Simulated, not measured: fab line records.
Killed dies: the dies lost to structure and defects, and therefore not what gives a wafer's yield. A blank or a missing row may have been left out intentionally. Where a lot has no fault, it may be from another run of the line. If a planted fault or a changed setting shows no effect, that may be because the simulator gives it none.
fab line records | flow gf180mcu | part 2 of 2: steps 28 to 37 of 37
record: lots: 5 wafers: 15 lastDay: 34
route steps=602 shown LVPWELL@62 MVSD@66 MVPSD@78 VT_IMPLANT@90
lots that met no fault: taken from a fault-free run of the same line
startH: hours from the record's first day to the start of the lot's first wafer shown | waitH: hours since the lot's step before | " the same as in the row above | L1.1+2: several wafers, shown together as one row | - no value present, or no start provided | * or withheld: withheld | < > ~ a bound
route shown NAME@n: names a module that has steps shown in the file, with the first one's number in the route | usual: the fault-free wafers' mean and standard deviation | same: alike in all rows | chamber/n: place in a boat | sites: per-site readings | _std_site: the values' standard deviation | _edge_site: mean of outer sites minus mean of inner sites | radiusMm: for every site, how far away it sits from the centre of the wafer | mask NAME#n: copy n | behind: tool/chamber where the wafer was last shaped | hold: what put the lot on hold/how long, in hours/how the hold closed | device: the n, p or np transistor that did not switch | end of line: the route-end tests of the same wafers | a step with no rows: only its recipe | killed: the dies lost at the first sort to structure and to defects; this is not the yield of the wafer | map: per-die view of a wafer (x killed, . not killed, _ where there is no die)
set.NAME: setting as actually run; set.NAME@STEP: the setting as run at that earlier step | model.NAME: the simulator's own value behind a step, which no gauge read
lots seen at some steps along the route; tables by step, rows by wafer
services: the hour from which a tool's chamber was out of use, counted from the record's first day as startH (under 0 if before that day), plus the number of hours and why
== steps ==
step: GF_MVPSD_TW_MEAS_11
usual: MVPSD_TW: 557/3.8
columns lot.wafer tool chamber startH waitH MVPSD_TW
L079.1 filmMetro-03 - 123.64 0.1 555
L079.2 " - " " 554
L079.6 " - " " 558
L081.1 filmMetro-04 - 146.72 0.1 552
L081.3 " - " " 553
L081.6 " - " " 555
L083.1 filmMetro-04 - 157.17 0.1 551
L083.3 " - " " 549
L083.4 " - " " 553
L093.2 filmMetro-01 - 215.57 0.1 564
L093.3 " - " " 559
L093.4 " - " " 563
L096.1 filmMetro-01 - 231.48 0.1 558
L096.2 " - " " 556
L096.6 " - " " 560
step: GF_VT_IMPLANT_DEHYDRATE_00
recipe: tempC: 200 timeS: 60
usual: exhaustPa: 45.0/0.87 plateTempC: 199.98/0.17
columns lot.wafer tool chamber startH waitH exhaustPa plateTempC
L079.1 lithoTrack-02 0 130.41 6.8 45.6 199.97
L079.2 " 0 " " 44.8 200.32
L079.6 " 0 " " 46.5 200.03
L081.1 lithoTrack-04 0 153.48 6.8 44.5 199.78
L081.3 " 0 " " 45.5 200.07
L081.6 " 0 " " 44.9 200.09
L083.1 lithoTrack-02 0 164.31 7.1 45.2 200.16
L083.3 " 0 " " 45.2 200.06
L083.4 " 0 " " 45.8 199.93
L093.2 lithoTrack-02 0 223.53 7.9 45.3 199.83
L093.3 " 0 " " 44.9 199.78
L093.4 " 0 " " 44.2 199.89
L096.1 lithoTrack-03 0 240.28 8.8 45.2 199.88
L096.2 " 0 " " 44.6 199.77
L096.6 " 0 " " 44.0 199.75
step: GF_VT_IMPLANT_HMDS_01
recipe: primeTimeS: 60 primeTempC: 120
usual: exhaustPa: 45.1/0.93
columns lot.wafer tool chamber startH waitH exhaustPa
L079.1 lithoTrack-02 0 130.56 0.1 46.0
L079.2 " 0 " " 46.1
L079.6 " 0 " " 44.8
L081.1 lithoTrack-04 0 153.63 0.1 46.4
L081.3 " 0 " " 45.7
L081.6 " 0 " " 45.9
L083.1 lithoTrack-02 0 164.46 0.1 44.8
L083.3 " 0 " " 44.3
L083.4 " 0 " " 44.0
L093.2 lithoTrack-02 0 223.68 0.1 45.7
L093.3 " 0 " " 46.5
L093.4 " 0 " " 45.7
L096.1 lithoTrack-03 0 240.43 0.1 45.4
L096.2 " 0 " " 45.7
L096.6 " 0 " " 45.1
step: GF_VT_IMPLANT_COAT_02
recipe: resist: NOVOLAK spinRpm: 3000 resistThkNm: 1000
usual: exhaustPa: 45.1/0.82
columns lot.wafer tool chamber startH waitH exhaustPa
L079.1 lithoTrack-02 0 130.71 0.1 45.5
L079.2 " 0 " " 44.8
L079.6 " 0 " " 44.6
L081.1 lithoTrack-04 0 153.78 0.1 46.3
L081.3 " 0 " " 44.5
L081.6 " 0 " " 44.8
L083.1 lithoTrack-02 0 164.61 0.1 44.9
L083.3 " 0 " " 46.2
L083.4 " 0 " " 44.6
L093.2 lithoTrack-02 0 223.83 0.1 46.0
L093.3 " 0 " " 44.2
L093.4 " 0 " " 45.2
L096.1 lithoTrack-03 0 240.58 0.1 44.2
L096.2 " 0 " " 44.9
L096.6 " 0 " " 44.6
step: GF_VT_IMPLANT_SOFTBAKE_03
recipe: tempC: 90 timeS: 60 resist: NOVOLAK
usual: exhaustPa: 44.9/1.1 plateTempC: 89.99/0.14
columns lot.wafer tool chamber startH waitH exhaustPa plateTempC
L079.1 lithoTrack-02 0 130.86 0.1 45.2 89.94
L079.2 " 0 " " 45.9 90.02
L079.6 " 0 " " 45.8 90.09
L081.1 lithoTrack-04 0 153.93 0.1 44.4 90.12
L081.3 " 0 " " 45.8 90.09
L081.6 " 0 " " 44.1 90.03
L083.1 lithoTrack-02 0 164.76 0.1 45.8 90.15
L083.3 " 0 " " 45.9 90.13
L083.4 " 0 " " 45.2 89.98
L093.2 lithoTrack-02 0 223.98 0.1 43.3 90.10
L093.3 " 0 " " 43.4 90.12
L093.4 " 0 " " 45.6 90.05
L096.1 lithoTrack-03 0 240.73 0.1 44.0 90.16
L096.2 " 0 " " 44.0 90.00
L096.6 " 0 " " 43.8 89.84
step: GF_VT_IMPLANT_EXPOSE_04
recipe: maskId: LVPWELL_LV_AREA targetCdNm: 600 na: 0.6 sourceShape: conventional sigmaOuter: 0.6 doseMj: 140
same: sigmaOuter: 0.6
columns lot.wafer tool chamber startH waitH mask
L079.1+2+6 ilineStepper-02 0 - - LVPWELL_LV_AREA#0
L081.1+3+6 ilineStepper-01 0 - - LVPWELL_LV_AREA#0
L083.1+3+4 ilineStepper-01 0 - - LVPWELL_LV_AREA#0
L093.2+3+4 ilineStepper-02 0 - - LVPWELL_LV_AREA#0
L096.1+2+6 ilineStepper-02 0 - - LVPWELL_LV_AREA#0
step: GF_VT_IMPLANT_PEB_05
recipe: tempC: withheld timeS: * resist: NOVOLAK
usual: exhaustPa: 45.0/0.97
columns lot.wafer tool chamber startH waitH exhaustPa
L079.1 lithoTrack-02 0 - - 45.6
L079.2 " 0 " " 44.1
L079.6 " 0 " " 44.8
L081.1 lithoTrack-03 0 - - 45.9
L081.3 " 0 " " 46.1
L081.6 " 0 " " 44.7
L083.1 lithoTrack-04 0 - - 44.3
L083.3 " 0 " " 45.5
L083.4 " 0 " " 45.2
L093.2 lithoTrack-03 0 - - 44.2
L093.3 " 0 " " 43.1
L093.4 " 0 " " 42.9
L096.1 lithoTrack-04 0 - - 44.0
L096.2 " 0 " " 43.7
L096.6 " 0 " " 44.1
step: GF_VT_IMPLANT_DEVELOP_06
recipe: developTimeS: 60 devTempC: 23
usual: exhaustPa: 45.0/0.79
columns lot.wafer tool chamber startH waitH exhaustPa
L079.1 lithoTrack-02 0 137.91 0.1 45.2
L079.2 " 0 " " 45.2
L079.6 " 0 " " 45.0
L081.1 lithoTrack-03 0 161.18 0.1 44.3
L081.3 " 0 " " 45.1
L081.6 " 0 " " 45.1
L083.1 lithoTrack-04 0 171.88 0.1 45.0
L083.3 " 0 " " 44.8
L083.4 " 0 " " 44.5
L093.2 lithoTrack-03 0 233.25 0.1 44.9
L093.3 " 0 " " 45.5
L093.4 " 0 " " 45.2
L096.1 lithoTrack-04 0 249.38 0.1 44.7
L096.2 " 0 " " 44.1
L096.6 " 0 " " 43.9
step: GF_VT_IMPLANT_OVL_MEAS_07
usual: VT_IMPLANT_OVL: 0.0/1.3
columns lot.wafer tool chamber startH waitH VT_IMPLANT_OVL[nm]
L079.1 overlay-02 - 138.06 0.1 -0.1
L079.2 " - " " -0.5
L079.6 " - " " -2.7
L081.1 overlay-02 - 161.33 0.1 0.5
L081.3 " - " " 1.1
L081.6 " - " " -1.2
L083.1 overlay-01 - 172.03 0.1 1.1
L083.3 " - " " 0.3
L083.4 " - " " 1.8
L093.2 overlay-01 - 233.38 0.1 0.4
L093.3 " - " " 0.1
L093.4 " - " " -0.4
L096.1 overlay-01 - 249.53 0.1 -1.3
L096.2 " - " " 0.0
L096.6 " - " " -1.7
step: GF_VT_IMPLANT_IMPLANT_08
recipe: species: BF2 energyKev: 20 doseCm2: 8.29e+12 tiltDeg: 7
columns lot.wafer tool chamber startH waitH
L079.1+2+6 implanter-04 0 138.09 0.0
L081.1+3+6 implanter-04 0 161.37 0.0
L083.1+3+4 implanter-01 0 172.07 0.0
L093.2+3+4 implanter-03 0 233.44 0.0
L096.1+2+6 implanter-01 0 249.57 0.0
== services ==
columns tool chamber startH hours kind
implanter-03 - 74.30 22.8 pm
plasmaAsher-02 - 101.37 1.5 repair
plasmaAsher-02 - 108.75 9.0 pm
plasmaAsher-02 0 108.75 9.0 ventCycle
plasmaAsher-02 1 108.75 9.0 ventCycle
plasmaAsher-02 0 117.75 - clean
ilineStepper-01 - 119.75 - calibration
implanter-02 - 129.10 3.1 pm
ilineStepper-01 - 133.96 1.7 pm
implanter-04 - 141.71 4.5 pm
ilineStepper-02 - 143.15 2.1 pm
ilineStepper-02 - 145.23 - consumableReplace:lamp
ilineStepper-02 - 151.01 1.7 pm
implanter-03 - 152.34 10.7 pm
implanter-01 - 154.39 5.4 repair
plasmaAsher-01 - 155.29 2.8 pm
ilineStepper-01 0 172.62 - calibration
implanter-02 - 173.58 3.9 repair
plasmaAsher-01 - 178.88 4.6 repair
ilineStepper-02 - 180.58 0.6 repair
implanter-03 - 186.47 2.9 pm
plasmaAsher-01 - 198.21 3.1 repair
implanter-01 - 215.64 3.8 pm
implanter-01 - 238.14 1.6 repair
